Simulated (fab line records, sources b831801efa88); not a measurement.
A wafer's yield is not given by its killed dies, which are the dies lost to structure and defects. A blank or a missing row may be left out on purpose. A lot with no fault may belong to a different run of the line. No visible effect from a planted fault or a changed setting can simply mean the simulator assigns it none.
fab line records	flow sky130	part 1 of 2: steps 1 to 31 of 39
record lots=5	wafers=15	last-day=49
route steps=708 shown VIA4@643 METAL5@661 PASSIVATION@681
lots untouched by any fault: they come from a run of this same line in which no faults occurred
start-h: start of the lot's first displayed wafer, in hours after the record's first day	wait-h: hours from the lot's prior step to this one	" unchanged from the row above	L1.1+2: a row that stands for several wafers	- no value, or no start given	* or withheld: withheld	< > ~ a bound
route shown NAME@n: a module of which the file shows steps, and the number in the route of the first	usual: mean/standard deviation taken from wafers without a fault	same: alike in all rows	chamber/n: place in a boat	sites: per-site readings	_std_site: standard deviation of those values	_edge_site: inner sites' mean taken away from outer sites' mean	radius-mm: how far each site lies from the wafer's centre	mask NAME#n: copy n	behind: the last tool/chamber to shape the wafer	hold: reason for holding the lot/hours on hold/outcome of the hold	device: the n, p or np transistor that did not switch	end of line: at the end of the route, the tests of the same wafers	a step without rows: its recipe alone	killed: not the wafer's yield, but the dies lost to structure and defects at the first sort	map: a wafer's dies, marking killed ones x, the rest . and places with no die _
set.NAME: the setting that was run; set.NAME@STEP: the one run at that earlier step	model.NAME: the simulator's own value behind a step, which no gauge read
a table for each step, a row for each wafer; lots at some steps of the route
services: a tool's chamber out of use, with start hour (start-h, from the record's first day; less than 0 if before it), hours out, and reason
## steps
# step SKY_VIA4_DEHYDRATE_04
# recipe temp-c=200	time-s=60
lot.wafer	tool	chamber	start-h	wait-h
L078.2+5+6	litho-track-04	0	1019.70	10.8
L080.1+5+6	litho-track-01	0	1029.21	11.1
L087.2+4+6	litho-track-04	0	1072.25	9.6
L088.2+3+6	litho-track-02	0	1086.51	9.5
L093.2+3+5	litho-track-04	0	1113.20	9.5
# step SKY_VIA4_HMDS_05
# recipe prime-time-s=60	prime-temp-c=120
lot.wafer	tool	chamber	start-h	wait-h
L078.2+5+6	litho-track-04	0	1019.85	0.1
L080.1+5+6	litho-track-01	0	1029.36	0.1
L087.2+4+6	litho-track-04	0	1072.40	0.1
L088.2+3+6	litho-track-02	0	1086.66	0.1
L093.2+3+5	litho-track-04	0	1113.35	0.1
# step SKY_VIA4_COAT_06
# recipe resist=NOVOLAK	spin-rpm=3000	resist-thk-nm=1140
lot.wafer	tool	chamber	start-h	wait-h
L078.2+5+6	litho-track-04	0	1020.00	0.1
L080.1+5+6	litho-track-01	0	1029.51	0.1
L087.2+4+6	litho-track-04	0	1072.55	0.1
L088.2+3+6	litho-track-02	0	1086.81	0.1
L093.2+3+5	litho-track-04	0	1113.50	0.1
# step SKY_VIA4_SOFTBAKE_07
# recipe temp-c=90	time-s=60	resist=NOVOLAK
lot.wafer	tool	chamber	start-h	wait-h
L078.2+5+6	litho-track-04	0	1020.15	0.1
L080.1+5+6	litho-track-01	0	1029.66	0.1
L087.2+4+6	litho-track-04	0	1072.70	0.1
L088.2+3+6	litho-track-02	0	1086.96	0.1
L093.2+3+5	litho-track-04	0	1113.65	0.1
# step SKY_VIA4_EXPOSE_08
# recipe mask-id=VIM4	na=0.6	source-shape=conventional	sigma-outer=0.6	polarization=unpolarized	target-cd-nm=800	dose-mj=132
# same na=0.6
lot.wafer	tool	chamber	start-h	wait-h	mask
L078.2+5+6	iline-stepper-01	0	-	-	VIM4#0
L080.1+5+6	iline-stepper-02	0	-	-	VIM4#0
L087.2+4+6	iline-stepper-01	0	-	-	VIM4#0
L088.2+3+6	iline-stepper-02	0	-	-	VIM4#0
L093.2+3+5	iline-stepper-01	0	-	-	VIM4#0
# step SKY_VIA4_PEB_09
# recipe temp-c=withheld	time-s=*	resist=NOVOLAK
lot.wafer	tool	chamber	start-h	wait-h
L078.2+5+6	litho-track-01	0	-	-
L080.1+5+6	litho-track-02	0	-	-
L087.2+4+6	litho-track-02	0	-	-
L088.2+3+6	litho-track-02	0	-	-
L093.2+3+5	litho-track-01	0	-	-
# step SKY_VIA4_DEVELOP_10
# recipe resist=NOVOLAK	developer=TMAH	develop-time-s=60	dev-temp-c=23
lot.wafer	tool	chamber	start-h	wait-h
L078.2+5+6	litho-track-01	0	1031.88	0.1
L080.1+5+6	litho-track-02	0	1040.34	0.1
L087.2+4+6	litho-track-02	0	1082.26	0.1
L088.2+3+6	litho-track-02	0	1097.56	0.1
L093.2+3+5	litho-track-01	0	1123.08	0.1
# step SKY_VIA4_OVL_MEAS_11
# usual VIA4_OVL=-0.9/1.3
lot.wafer	tool	chamber	start-h	wait-h	VIA4_OVL[nm]
L078.2	overlay-02	-	1032.01	0.1	-0.4
L078.5	"	-	"	"	-3.3
L078.6	"	-	"	"	-1.7
L080.1	overlay-02	-	1040.49	0.1	-3.4
L080.5	"	-	"	"	-2.6
L080.6	"	-	"	"	-3.0
L087.2	overlay-01	-	1082.40	0.1	-0.9
L087.4	"	-	"	"	0.6
L087.6	"	-	"	"	0.2
L088.2	overlay-02	-	1097.70	0.1	0.3
L088.3	"	-	"	"	-1.3
L088.6	"	-	"	"	-1.4
L093.2	overlay-01	-	1123.21	0.1	2.0
L093.3	"	-	"	"	1.8
L093.5	"	-	"	"	1.5
# step SKY_VIA4_ETCH_12
# recipe target=SiO2	chemistry=C4F8/O2/Ar	stop-on=TiN	mask-material=NOVOLAK	source-w=1500	bias-w=1200	pressure-mtorr=40	c4f8-flow-sccm=withheld	O2_flow_sccm=6	Ar_flow_sccm=300	time-s=withheld	target-depth-a=5800
# usual chamber-pressure-mTorr=40.00/0.036	oes-product-au=0.926/0.005
lot.wafer	tool	chamber	start-h	wait-h	chamber-pressure-mTorr	oes-product-au
L078.2	rie-diel-03	1	1032.04	0.0	40.02	0.933
L078.5	"	2	"	"	39.99	0.930
L078.6	"	1	"	"	39.98	0.920
L080.1	rie-diel-03	0	1040.53	0.0	40.01	0.921
L080.5	"	2	"	"	39.93	0.922
L080.6	"	1	"	"	39.98	0.917
L087.2	rie-diel-03	2	1082.43	0.0	40.07	0.923
L087.4	"	1	"	"	40.04	0.925
L087.6	"	3	"	"	40.02	0.928
L088.2	rie-diel-04	3	1097.73	0.0	39.99	0.919
L088.3	"	0	"	"	40.02	0.926
L088.6	"	2	"	"	39.94	0.929
L093.2	rie-diel-02	1	1123.24	0.0	39.99	0.929
L093.3	"	3	"	"	39.97	0.916
L093.5	"	1	"	"	39.97	0.921
# step SKY_VIA4_STRIP_13
# recipe chemistry=O2/N2	power-w=1400	pressure-mtorr=1500	platen-temp-c=withheld	o2-flow-sccm=3000	n2-flow-sccm=300	overash-fraction=0.5
# usual chamber-pressure-mTorr=1500.0/1.4	drypump-motor-current-A=5.9/0.35	n2-flow-sccm=300.0/1	oes-product-au=0.709/0.0048	strip-time-to-endpoint-s=12.812/0.027
lot.wafer	tool	chamber	start-h	wait-h	chamber-pressure-mTorr	drypump-motor-current-A	n2-flow-sccm	oes-product-au	rf-hours-counter-h	strip-time-to-endpoint-s
L078.2	plasma-asher-03	1	1032.11	-	1499.8	6.0	301.2	0.712	59	12.817
L078.5	"	1	"	"	1498.8	6.0	300.6	0.710	-	12.833
L078.6	"	0	"	"	1498.8	5.8	299.9	0.716	-	12.831
L080.1	plasma-asher-04	1	1040.60	-	1501.8	5.9	299.7	0.712	28	12.788
L080.5	"	0	"	"	1500.1	5.8	299.8	0.706	-	12.838
L080.6	"	1	"	"	1500.2	5.9	299.1	0.718	-	12.783
L087.2	plasma-asher-02	0	1082.50	-	1500.6	6.6	299.8	0.715	90	12.784
L087.4	"	0	"	"	1501.0	6.6	299.6	0.708	-	12.830
L087.6	"	1	"	"	1501.3	5.4	299.6	0.719	-	12.820
L088.2	plasma-asher-03	0	1097.80	-	1499.4	5.8	300.1	0.705	66	12.800
L088.3	"	0	"	"	1498.6	5.8	300.0	0.715	-	12.827
L088.6	"	1	"	"	1501.5	5.9	299.3	0.706	-	12.801
L093.2	plasma-asher-02	1	1123.31	-	1500.8	5.4	299.3	0.703	94	12.828
L093.3	"	1	"	"	1503.0	5.4	301.0	0.718	-	12.812
L093.5	"	0	"	"	1501.8	6.6	298.7	0.712	-	12.828
# step SKY_VIA4_STRIP_14
# recipe chemistry=post-etch-residue-remover	time-s=1200	temp-c=72.5
# usual bath-guard-temp-C=72.5/0.53
lot.wafer	tool	chamber	start-h	wait-h	bath-guard-temp-C
L078.2	wet-bench-02	3	1032.21	0.1	72.8
L078.5	"	3	"	"	72.6
L078.6	"	3	"	"	73.0
L080.1	wet-bench-02	2	1040.70	0.1	73.1
L080.5	"	2	"	"	73.0
L080.6	"	2	"	"	73.0
L087.2	wet-bench-03	1	1082.60	0.1	71.6
L087.4	"	1	"	"	71.6
L087.6	"	1	"	"	71.6
L088.2	wet-bench-02	1	1097.90	0.1	71.6
L088.3	"	1	"	"	72.0
L088.6	"	1	"	"	71.7
L093.2	wet-bench-03	3	1123.41	0.1	72.8
L093.3	"	3	"	"	73.1
L093.5	"	3	"	"	73.1
# step SKY_VIA4_CLEAN_15
# recipe chemistry=IPA	time-s=180	temp-c=25
lot.wafer	tool	chamber	start-h	wait-h
L078.2+5+6	wet-bench-03	1	1032.56	0.0
L080.1+5+6	wet-bench-03	2	1041.04	0.0
L087.2+4+6	wet-bench-01	3	1082.97	0.0
L088.2+3+6	wet-bench-01	3	1098.24	0.0
L093.2+3+5	wet-bench-01	1	1123.76	0.0
# step SKY_VIA4_CLEAN_16
# recipe chemistry=O3/DIW	dry=n2-spin
lot.wafer	tool	chamber	start-h	wait-h
L078.2+5+6	wet-bench-01	3	1032.61	0.0
L080.1+5+6	wet-bench-02	1	1041.10	0.0
L087.2+4+6	wet-bench-02	1	1083.03	0.0
L088.2+3+6	wet-bench-03	2	1098.30	0.0
L093.2+3+5	wet-bench-03	1	1123.81	0.0
# step SKY_VIA4_SPUTTER_17
# recipe material=TiN	target-thk-nm=20	chamber-pressure-pa=5	power-w=4000	time-s=80
# usual throttle-valve-pct=29.5/1.1
lot.wafer	tool	chamber	start-h	wait-h	throttle-valve-pct
L078.2	pvd-sputter-04	-	1032.71	0.0	29.7
L078.5	"	-	"	"	29.1
L078.6	"	-	"	"	28.0
L080.1	pvd-sputter-01	-	1041.19	0.0	28.5
L080.5	"	-	"	"	29.0
L080.6	"	-	"	"	30.2
L087.2	pvd-sputter-01	-	1083.12	0.0	29.4
L087.4	"	-	"	"	30.3
L087.6	"	-	"	"	29.1
L088.2	pvd-sputter-04	-	1098.39	0.0	28.9
L088.3	"	-	"	"	27.4
L088.6	"	-	"	"	30.1
L093.2	pvd-sputter-02	-	1123.91	0.0	31.7
L093.3	"	-	"	"	31.0
L093.5	"	-	"	"	31.8
# step SKY_VIA4_CVD_18
# recipe material=W	target-thk-nm=505	time-s=152.14	temp-c=400	pressure-torr=40
# usual heater-power-w=830/40
lot.wafer	tool	chamber	start-h	wait-h	heater-power-w
L078.2	cvd-w-01	0	1032.77	0.0	756
L078.5	"	0	"	"	776
L078.6	"	1	"	"	809
L080.1	cvd-w-02	1	1041.25	0.0	849
L080.5	"	0	"	"	866
L080.6	"	1	"	"	863
L087.2	cvd-w-01	0	1083.18	0.0	772
L087.4	"	1	"	"	809
L087.6	"	0	"	"	779
L088.2	cvd-w-02	1	1098.45	0.0	864
L088.3	"	1	"	"	858
L088.6	"	0	"	"	828
L093.2	cvd-w-02	0	1123.97	0.0	875
L093.3	"	0	"	"	867
L093.5	"	0	"	"	887
# step SKY_VIA4_RS_MEAS_19
# recipe thk-meas-gauge=four-point-probe	reads=W_of_VIA4_CVD_18+TiN_of_VIA4_SPUTTER_17
# usual VIA4_W_RS=0.2265/0.0029
lot.wafer	tool	chamber	start-h	wait-h	VIA4_W_RS[ohm/sq]
L078.2	film-metro-01	-	1032.94	0.1	0.2205
L078.5	"	-	"	"	0.2237
L078.6	"	-	"	"	0.2258
L080.1	film-metro-04	-	1041.40	0.1	0.2266
L080.5	"	-	"	"	0.2319
L080.6	"	-	"	"	0.2272
L087.2	film-metro-02	-	1083.35	0.1	0.2251
L087.4	"	-	"	"	0.2302
L087.6	"	-	"	"	0.2240
L088.2	film-metro-04	-	1098.62	0.1	0.2250
L088.3	"	-	"	"	0.2273
L088.6	"	-	"	"	0.2276
L093.2	film-metro-04	-	1124.14	0.1	0.2296
L093.3	"	-	"	"	0.2296
L093.5	"	-	"	"	0.2267
# step SKY_VIA4_THK_MEAS_20
# recipe thk-meas-gauge=xrf	reads=W_of_VIA4_CVD_18
# usual VIA4_W_THK=486/6.2
lot.wafer	tool	chamber	start-h	wait-h	VIA4_W_THK[nm]
L078.2	film-metro-01	-	1033.05	0.1	497
L078.5	"	-	"	"	494
L078.6	"	-	"	"	485
L080.1	film-metro-04	-	1041.52	0.1	484
L080.5	"	-	"	"	476
L080.6	"	-	"	"	487
L087.2	film-metro-02	-	1083.46	0.1	488
L087.4	"	-	"	"	477
L087.6	"	-	"	"	488
L088.2	film-metro-04	-	1098.73	0.1	491
L088.3	"	-	"	"	484
L088.6	"	-	"	"	484
L093.2	film-metro-04	-	1124.25	0.1	476
L093.3	"	-	"	"	478
L093.5	"	-	"	"	486
# step SKY_VIA4_CMP_21
# recipe stop-on=SiO2	t-overpolish-s=25	down-force-psi=3.5	platen-rpm=60	target-thk-nm=0	pad-velocity-m-s=0.94248
# usual motor-current-A=11.5/1.4	overpolish-run-s=24.999/0.0094	retaining-ring-pressure-frac=0.999/0.0054	time-to-endpoint-s=120/4.2
lot.wafer	tool	chamber	start-h	wait-h	motor-current-A	overpolish-run-s	retaining-ring-pressure-frac	time-to-endpoint-s
L078.2	cmp-01	0	1033.20	0.1	13.2	25.021	1.004	126
L078.6	"	2	"	"	10.6	25.008	0.990	115
L078.5	"	3	"	"	12.0	24.998	0.992	120
L080.1	cmp-02	2	1041.68	0.1	12.1	25.000	0.996	120
L080.6	"	0	"	"	10.9	25.006	0.998	118
L080.5	"	1	"	"	9.3	24.997	0.992	120
L087.2	cmp-01	2	1083.62	0.1	10.8	25.000	0.999	125
L087.4	"	3	"	"	12.1	24.989	0.998	123
L087.6	"	1	"	"	10.2	24.995	1.005	120
L088.3	cmp-02	1	1098.88	0.1	9.4	24.991	1.005	120
L088.2	"	2	"	"	12.6	25.000	1.000	120
L088.6	"	0	"	"	11.5	25.004	0.998	122
L093.2	cmp-02	1	1124.38	0.1	9.3	24.993	0.989	123
L093.3	"	3	"	"	10.6	25.007	0.996	117
L093.5	"	1	"	"	10.5	25.006	1.002	120
# step SKY_METAL5_SPUTTER_00
# recipe material=Ti	target-thk-nm=15	power-w=3000	time-s=10	chamber-pressure-pa=0.4
# usual throttle-valve-pct=29.2/0.85
lot.wafer	tool	chamber	start-h	wait-h	throttle-valve-pct
L078.2	pvd-sputter-04	-	1033.40	0.1	28.7
L078.5	"	-	"	"	27.9
L078.6	"	-	"	"	29.1
L080.1	pvd-sputter-01	-	1041.88	0.1	28.4
L080.5	"	-	"	"	29.1
L080.6	"	-	"	"	30.2
L087.2	pvd-sputter-03	-	1083.82	0.1	28.8
L087.4	"	-	"	"	29.3
L087.6	"	-	"	"	30.7
L088.2	pvd-sputter-01	-	1099.08	0.1	29.3
L088.3	"	-	"	"	28.3
L088.6	"	-	"	"	29.1
L093.2	pvd-sputter-01	-	1124.68	0.2	28.1
L093.3	"	-	"	"	28.8
L093.5	"	-	"	"	28.3
# step SKY_METAL5_SPUTTER_01
# recipe material=TiN	target-thk-nm=20	power-w=6500	time-s=16.7	chamber-pressure-pa=0.4
# usual throttle-valve-pct=29.2/0.84
lot.wafer	tool	chamber	start-h	wait-h	throttle-valve-pct
L078.2	pvd-sputter-04	-	1033.42	0.0	28.8
L078.5	"	-	"	"	27.7
L078.6	"	-	"	"	29.1
L080.1	pvd-sputter-01	-	1041.90	0.0	28.3
L080.5	"	-	"	"	28.8
L080.6	"	-	"	"	30.2
L087.2	pvd-sputter-03	-	1083.84	0.0	28.9
L087.4	"	-	"	"	29.5
L087.6	"	-	"	"	30.7
L088.2	pvd-sputter-01	-	1099.11	0.0	29.4
L088.3	"	-	"	"	28.4
L088.6	"	-	"	"	29.0
L093.2	pvd-sputter-01	-	1124.70	0.0	28.3
L093.3	"	-	"	"	29.2
L093.5	"	-	"	"	28.4
# step SKY_METAL5_SPUTTER_02
# recipe material=AlCu	target-thk-nm=1150	power-w=10600	time-s=61.2	chamber-pressure-pa=0.4
# usual throttle-valve-pct=29.2/0.85
lot.wafer	tool	chamber	start-h	wait-h	throttle-valve-pct
L078.2	pvd-sputter-04	-	1033.45	0.0	28.5
L078.5	"	-	"	"	28.1
L078.6	"	-	"	"	29.2
L080.1	pvd-sputter-01	-	1041.93	0.0	28.4
L080.5	"	-	"	"	29.0
L080.6	"	-	"	"	30.4
L087.2	pvd-sputter-03	-	1083.87	0.0	28.6
L087.4	"	-	"	"	29.5
L087.6	"	-	"	"	30.8
L088.2	pvd-sputter-01	-	1099.13	0.0	29.3
L088.3	"	-	"	"	28.4
L088.6	"	-	"	"	29.0
L093.2	pvd-sputter-01	-	1124.73	0.0	28.5
L093.3	"	-	"	"	29.0
L093.5	"	-	"	"	28.1
# step SKY_METAL5_SPUTTER_03
# recipe material=Ti	target-thk-nm=5	power-w=3000	time-s=3.3	chamber-pressure-pa=0.4
# usual throttle-valve-pct=29.2/0.84
lot.wafer	tool	chamber	start-h	wait-h	throttle-valve-pct
L078.2	pvd-sputter-04	-	1033.50	0.0	28.6
L078.5	"	-	"	"	27.7
L078.6	"	-	"	"	29.0
L080.1	pvd-sputter-01	-	1041.98	0.0	28.3
L080.5	"	-	"	"	29.1
L080.6	"	-	"	"	30.1
L087.2	pvd-sputter-03	-	1083.92	0.0	28.9
L087.4	"	-	"	"	29.4
L087.6	"	-	"	"	31.0
L088.2	pvd-sputter-01	-	1099.18	0.0	29.5
L088.3	"	-	"	"	28.7
L088.6	"	-	"	"	29.0
L093.2	pvd-sputter-01	-	1124.78	0.0	28.4
L093.3	"	-	"	"	28.9
L093.5	"	-	"	"	28.4
# step SKY_METAL5_SPUTTER_04
# recipe material=TiN	target-thk-nm=70	power-w=6500	time-s=58.3	chamber-pressure-pa=0.4
# usual throttle-valve-pct=29.2/0.86
lot.wafer	tool	chamber	start-h	wait-h	throttle-valve-pct
L078.2	pvd-sputter-04	-	1033.52	0.0	28.9
L078.5	"	-	"	"	27.9
L078.6	"	-	"	"	29.2
L080.1	pvd-sputter-01	-	1042.00	0.0	28.5
L080.5	"	-	"	"	28.9
L080.6	"	-	"	"	30.4
L087.2	pvd-sputter-03	-	1083.94	0.0	28.6
L087.4	"	-	"	"	29.3
L087.6	"	-	"	"	31.1
L088.2	pvd-sputter-01	-	1099.20	0.0	29.6
L088.3	"	-	"	"	28.5
L088.6	"	-	"	"	28.9
L093.2	pvd-sputter-01	-	1124.80	0.0	28.4
L093.3	"	-	"	"	28.8
L093.5	"	-	"	"	28.6
# step SKY_METAL5_RS_MEAS_05
# recipe thk-meas-gauge=four-point-probe	reads=TiN_of_METAL5_SPUTTER_04+Ti_of_METAL5_SPUTTER_03+AlCu_of_METAL5_SPUTTER_02+TiN_of_METAL5_SPUTTER_01+Ti_of_METAL5_SPUTTER_00
# usual METAL5_ALCU_RS=0.02701/0.00024
lot.wafer	tool	chamber	start-h	wait-h	METAL5_ALCU_RS[ohm/sq]
L078.2	film-metro-04	-	1033.58	0.0	0.02723
L078.5	"	-	"	"	0.02706
L078.6	"	-	"	"	0.02676
L080.1	film-metro-02	-	1042.05	0.0	0.02736
L080.5	"	-	"	"	0.02733
L080.6	"	-	"	"	0.0273
L087.2	film-metro-03	-	1084.00	0.0	0.02691
L087.4	"	-	"	"	0.02685
L087.6	"	-	"	"	0.02663
L088.2	film-metro-04	-	1099.27	0.0	0.02667
L088.3	"	-	"	"	0.02663
L088.6	"	-	"	"	0.02639
L093.2	film-metro-02	-	1124.87	0.0	0.02711
L093.3	"	-	"	"	0.02732
L093.5	"	-	"	"	0.02731
# step SKY_METAL5_THK_MEAS_06
# recipe thk-meas-gauge=xrf	reads=AlCu_of_METAL5_SPUTTER_02
# usual METAL5_ALCU_THK=1154/11
lot.wafer	tool	chamber	start-h	wait-h	METAL5_ALCU_THK[nm]
L078.2	film-metro-04	-	1033.69	0.1	1143
L078.5	"	-	"	"	1154
L078.6	"	-	"	"	1168
L080.1	film-metro-02	-	1042.17	0.1	1144
L080.5	"	-	"	"	1151
L080.6	"	-	"	"	1140
L087.2	film-metro-03	-	1084.11	0.1	1155
L087.4	"	-	"	"	1163
L087.6	"	-	"	"	1173
L088.2	film-metro-04	-	1099.38	0.1	1170
L088.3	"	-	"	"	1173
L088.6	"	-	"	"	1187
L093.2	film-metro-02	-	1124.98	0.1	1158
L093.3	"	-	"	"	1150
L093.5	"	-	"	"	1146
# step SKY_METAL5_DEHYDRATE_07
# recipe temp-c=200	time-s=60
lot.wafer	tool	chamber	start-h	wait-h
L078.2+5+6	litho-track-03	0	1044.09	10.4
L080.1+5+6	litho-track-04	0	1052.92	10.7
L087.2+4+6	litho-track-03	0	1094.24	10.1
L088.2+3+6	litho-track-04	0	1108.90	9.5
L093.2+3+5	litho-track-04	0	1134.40	9.4
# step SKY_METAL5_HMDS_08
# recipe prime-time-s=60	prime-temp-c=120
lot.wafer	tool	chamber	start-h	wait-h
L078.2+5+6	litho-track-03	0	1044.24	0.1
L080.1+5+6	litho-track-04	0	1053.07	0.1
L087.2+4+6	litho-track-03	0	1094.39	0.1
L088.2+3+6	litho-track-04	0	1109.05	0.1
L093.2+3+5	litho-track-04	0	1134.55	0.1
# step SKY_METAL5_COAT_09
# recipe resist=NOVOLAK	spin-rpm=3000	resist-thk-nm=1800
lot.wafer	tool	chamber	start-h	wait-h
L078.2+5+6	litho-track-03	0	1044.39	0.1
L080.1+5+6	litho-track-04	0	1053.22	0.1
L087.2+4+6	litho-track-03	0	1094.54	0.1
L088.2+3+6	litho-track-04	0	1109.20	0.1
L093.2+3+5	litho-track-04	0	1134.70	0.1
# step SKY_METAL5_SOFTBAKE_10
# recipe temp-c=90	time-s=60	resist=NOVOLAK
lot.wafer	tool	chamber	start-h	wait-h
L078.2+5+6	litho-track-03	0	1044.54	0.1
L080.1+5+6	litho-track-04	0	1053.37	0.1
L087.2+4+6	litho-track-03	0	1094.69	0.1
L088.2+3+6	litho-track-04	0	1109.35	0.1
L093.2+3+5	litho-track-04	0	1134.85	0.1
# step SKY_METAL5_EXPOSE_11
# recipe mask-id=MM5	na=0.6	source-shape=conventional	sigma-outer=0.6	polarization=unpolarized	target-cd-nm=1600	dose-mj=190
# same na=0.6
lot.wafer	tool	chamber	start-h	wait-h	mask
L078.2+5+6	iline-stepper-01	0	-	-	MM5#0
L080.1+5+6	iline-stepper-02	0	-	-	MM5#0
L087.2+4+6	iline-stepper-02	0	-	-	MM5#0
L088.2+3+6	iline-stepper-02	0	-	-	MM5#0
L093.2+3+5	iline-stepper-02	0	-	-	MM5#0
# step SKY_METAL5_PEB_12
# recipe temp-c=withheld	time-s=*	resist=NOVOLAK
lot.wafer	tool	chamber	start-h	wait-h
L078.2+5+6	litho-track-04	0	-	-
L080.1+5+6	litho-track-04	0	-	-
L087.2+4+6	litho-track-03	0	-	-
L088.2+3+6	litho-track-01	0	-	-
L093.2+3+5	litho-track-01	0	-	-
